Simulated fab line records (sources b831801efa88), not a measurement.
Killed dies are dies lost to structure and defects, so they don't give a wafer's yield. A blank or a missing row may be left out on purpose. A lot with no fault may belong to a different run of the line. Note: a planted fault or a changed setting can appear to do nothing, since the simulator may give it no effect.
Which tool is to blame?	flow sky130	9 lots with 27 wafers sampled at 6 steps, on a route of 708 steps

== WHAT EACH GAUGE READ, for each wafer ==
SKY_VT_ADJUST_NCORE_CD_MEAS_07: target cd 380 nm.
lot	measured	on	cd nm (nm)
L883	day 11 00:16	cd sem-01	377.6 378.4 378.2
L886	day 11 11:38	cd sem-02	- - -
L895	day 13 17:26	cd sem-01	381.5 382.7 380.0
L896	day 14 12:17	cd sem-01	378.7 377.1 379.4
L897	day 14 10:08	cd sem-01	381.8 382.4 382.6
L898	day 14 18:11	cd sem-01	377.2 378.1 378.5
L899	day 14 18:35	cd sem-01	377.0 380.3 379.0
L901	day 15 04:54	cd sem-01	380.6 378.1 379.9
L902	day 15 11:02	cd sem-02	376.7 378.6 376.6

SKY_VT_ADJUST_NCORE_TW_MEAS_11.
lot	measured	on	VT_ADJUST_NCORE_TW
L883	day 11 00:40	film metro-04	218.6 218.7 218.2
L886	day 11 12:01	film metro-03	30.2 30.3 30.5
L895	day 13 17:50	film metro-04	221.0 219.8 222.0
L896	day 14 12:41	film metro-02	219.4 218.5 219.7
L897	day 14 10:31	film metro-02	219.5 219.3 220.5
L898	day 14 18:35	film metro-04	220.6 221.0 220.5
L899	day 14 18:59	film metro-02	218.9 220.8 219.4
L901	day 15 05:18	film metro-03	221.2 221.1 220.9
L902	day 15 11:27	film metro-03	220.7 221.9 222.3

SKY_VT_ADJUST_HVTR_TW_MEAS_11.
lot	measured	on	VT_ADJUST_HVTR_TW
L883	day 12 00:39	film metro-04	213.3 212.5 213.3
L886	day 12 12:42	film metro-04	263.3 265.1 265.0
L895	day 14 20:35	film metro-01	211.1 210.7 211.2
L896	day 15 15:42	film metro-04	210.7 211.8 212.5
L897	day 15 12:52	film metro-03	213.1 212.4 211.8
L898	day 15 21:36	film metro-04	213.4 212.8 213.0
L899	day 15 22:03	film metro-03	212.2 213.3 212.9
L901	day 16 08:37	film metro-03	209.9 211.4 211.2
L902	day 16 14:08	film metro-01	211.6 210.8 210.2

== EACH LOT AND THE TOOL THAT RAN IT (in order: tool; ch and the chambers of the sampled wafers; start) ==
lot	SKY_FIELD_ISO_STRIP_16	SKY_VT_ADJUST_NCORE_EXPOSE_04	SKY_VT_ADJUST_HVTR_STRIP_10
L883	plasma asher-01 ch 0,1, day 3 06:43	iline stepper-01 ch 0, day 10 13:18	plasma asher-02 ch 0,1, day 12 00:33
L886	plasma asher-03 ch 0, day 3 22:08	iline stepper-01 ch 0, day 11 00:10	plasma asher-04 ch 0,1, day 12 12:35
L895	plasma asher-03 ch 0,1, day 5 16:05	iline stepper-02 ch 0, day 13 05:08	plasma asher-04 ch 0,1, day 14 20:29
L896	plasma asher-01 ch 0, day 5 20:31	iline stepper-02 ch 0, day 13 23:19	plasma asher-04 ch 0, day 15 15:36
L897	plasma asher-01 ch 0,1, day 6 01:28	iline stepper-01 ch 0, day 13 20:45	plasma asher-03 ch 0,1, day 15 12:45
L898	plasma asher-01 ch 0,1, day 6 08:50	iline stepper-01 ch 0, day 14 05:20	plasma asher-03 ch 0,1, day 15 21:29
L899	plasma asher-03 ch 0,1, day 6 15:31	iline stepper-01 ch 0, day 14 06:02	plasma asher-02 ch 0,1, day 15 21:57
L901	plasma asher-01 ch 0,1, day 7 00:32	iline stepper-01 ch 0, day 14 16:14	plasma asher-03 ch 0,1, day 16 08:30
L902	plasma asher-03 ch 0,1, day 7 09:04	iline stepper-01 ch 0, day 14 21:43	plasma asher-03 ch 0,1, day 16 14:02
- SKY_FIELD_ISO_STRIP_16: strips in O2/N2.
- SKY_VT_ADJUST_NCORE_EXPOSE_04: exposes mask LVTN COMPLEMENT THIN, target cd 380 nm.
- SKY_VT_ADJUST_HVTR_STRIP_10: strips in O2/N2.

== AS READ BY THE TOOLS THEMSELVES (means over the sampled wafers that have a number; for cases with no such wafer, the mark the record gives instead) ==
SKY_FIELD_ISO_STRIP_16.
lot	tool	chamber pressure mTorr (mTorr)	drypump motor current A (A)	oes product au (a.u.)	strip time to endpoint s (s)
L883	plasma asher-01	1500.0	5.3	0.374	3.42
L886	plasma asher-03	1499.0	5.8	0.380	3.47
L895	plasma asher-03	1500.8	6.1	0.378	3.47
L896	plasma asher-01	1498.0	5.3	0.369	3.49
L897	plasma asher-01	1500.8	5.4	0.380	3.46
L898	plasma asher-01	1500.7	5.4	0.371	3.45
L899	plasma asher-03	1500.9	5.9	0.374	3.48
L901	plasma asher-01	1500.9	5.4	0.371	3.48
L902	plasma asher-03	1498.3	6.1	0.372	3.42

SKY_VT_ADJUST_NCORE_EXPOSE_04.
lot	tool	focus offset nm (nm)
L883	iline stepper-01	-0.6
L886	iline stepper-01	0.7
L895	iline stepper-02	0.4
L896	iline stepper-02	-0.2
L897	iline stepper-01	-0.4
L898	iline stepper-01	0.2
L899	iline stepper-01	-0.1
L901	iline stepper-01	-0.1
L902	iline stepper-01	0.8

SKY_VT_ADJUST_HVTR_STRIP_10.
lot	tool	chamber pressure mTorr (mTorr)	drypump motor current A (A)	oes product au (a.u.)	strip time to endpoint s (s)
L883	plasma asher-02	1500.1	5.2	0.714	14.20
L886	plasma asher-04	1500.1	5.8	0.712	14.17
L895	plasma asher-04	1499.9	5.7	0.715	14.17
L896	plasma asher-04	1500.2	5.8	0.707	14.21
L897	plasma asher-03	1500.7	5.9	0.714	14.17
L898	plasma asher-03	1499.4	6.1	0.718	14.18
L899	plasma asher-02	1498.7	5.2	0.711	14.14
L901	plasma asher-03	1499.5	6.1	0.716	14.18
L902	plasma asher-03	1500.1	5.9	0.717	14.14

== THE ANSWER, worked out from the rows above alone ==
Rule: usual is defined by the lots themselves. The widest of any qualifying gaps counts: lots, ordered by their means at a reading, are off when they make up no more than a third of the lots, leave a main group of 4 or more, and stand apart from it by 3 or more times the standard deviation of that group's means. The tables above print the reading to a certain number of digits; a main group whose means all agree to those digits is not used. Also off: a lot with no number at a reading for which 4 or more lots have one. Where the step has rows for the other lots, those lots are counted as sound. The gauges are gone through in route order, then the tools' own readings, and for those a lot's mean is taken as printed above. At the first step where some lot is off, the reading lying furthest off is the one used; lots without a number count as furthest.
Off: L886, at SKY_VT_ADJUST_NCORE_CD_MEAS_07 (cd nm). Without a number there: L886. Mean 379.2 nm and standard deviation 1.6 in the main group.
A tool fits if, at a process step before that reading, it ran every lot that is off, and no sound lot after the first of them. Not tried: the gauges at SKY_VT_ADJUST_NCORE_CD_MEAS_07; whatever is off there is also off at SKY_VT_ADJUST_NCORE_TW_MEAS_11, on other tools, and gauge error can't account for it. None of those tried fits.

== WHAT WAS PUT IN BY THE SIMULATOR ==
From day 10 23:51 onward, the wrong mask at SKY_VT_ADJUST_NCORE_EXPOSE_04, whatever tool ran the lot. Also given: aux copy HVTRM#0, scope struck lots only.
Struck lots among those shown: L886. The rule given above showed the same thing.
